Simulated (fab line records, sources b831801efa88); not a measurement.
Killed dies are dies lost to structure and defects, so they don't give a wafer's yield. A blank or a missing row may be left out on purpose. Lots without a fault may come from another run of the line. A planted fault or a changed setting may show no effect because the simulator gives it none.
Chamber matching | flow gf180mcu | GF_PASSIVATION_ETCH_11 on rie_diel-04: 4 sister chambers
The step etches the open film in CF4/O2, stops on TiN, target depth 2040 nm, time 453.3 s. 8 wafers are shown with their chamber, then 9 later ones without.

WAFERS WITH THEIR CHAMBER
wafer  | chamber | drypump_motor_current_A (A) | oes_product_au (a.u.)
L080.5 | 3       | 5.4                         | 0.985
L081.2 | 3       | 5.4                         | 0.989
L084.2 | 2       | 5.8                         | 0.993
L084.4 | 1       | 6.5                         | 0.983
L084.6 | 0       | 6.6                         | 1.006
L089.1 | 1       | 6.6                         | 0.985
L089.2 | 2       | 5.8                         | 1.000
L089.5 | 0       | 6.7                         | 0.994

WAFERS WITHOUT THEIR CHAMBER
wafer  | drypump_motor_current_A (A) | oes_product_au (a.u.)
L090.3 | 5.4                         | 0.980
L090.5 | 6.6                         | 0.990
L090.6 | 6.5                         | 0.982
L093.1 | 5.4                         | 0.980
L093.3 | 5.8                         | 0.991
L093.5 | 6.6                         | 0.993
L097.1 | 6.5                         | 0.976
L097.3 | 5.8                         | 0.989
L097.4 | 5.4                         | 0.987

WHICH CHAMBER EACH WENT THROUGH
wafer  | from the rows above     | in truth
L090.3 | 3                       | 3
L090.5 | can't be placed: 1 or 0 | 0
L090.6 | 1                       | 1
L093.1 | 3                       | 3
L093.3 | 2                       | 2
L093.5 | can't be placed: 0 or 1 | 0
L097.1 | 1                       | 1
L097.3 | 2                       | 2
L097.4 | 3                       | 3
Placed correctly: 7 of 9. Can't be placed from these rows: 2 (the true chamber is among the candidates in 2). Placed wrongly: 0.
How it was worked out, from the rows above alone: a wafer's distance from a chamber is the root of the sum, over the readings, of the square of ((its reading less the chamber's mean) divided by the reading's scatter). The wafer belongs to the nearest chamber; if the next one is less than 2 further off, it can't be placed. A chamber's mean is the mean of its shown wafers. The scatter: the root of (the sum of the squares of (reading less its chamber's mean) over the shown wafers, divided by (wafers less chambers)).
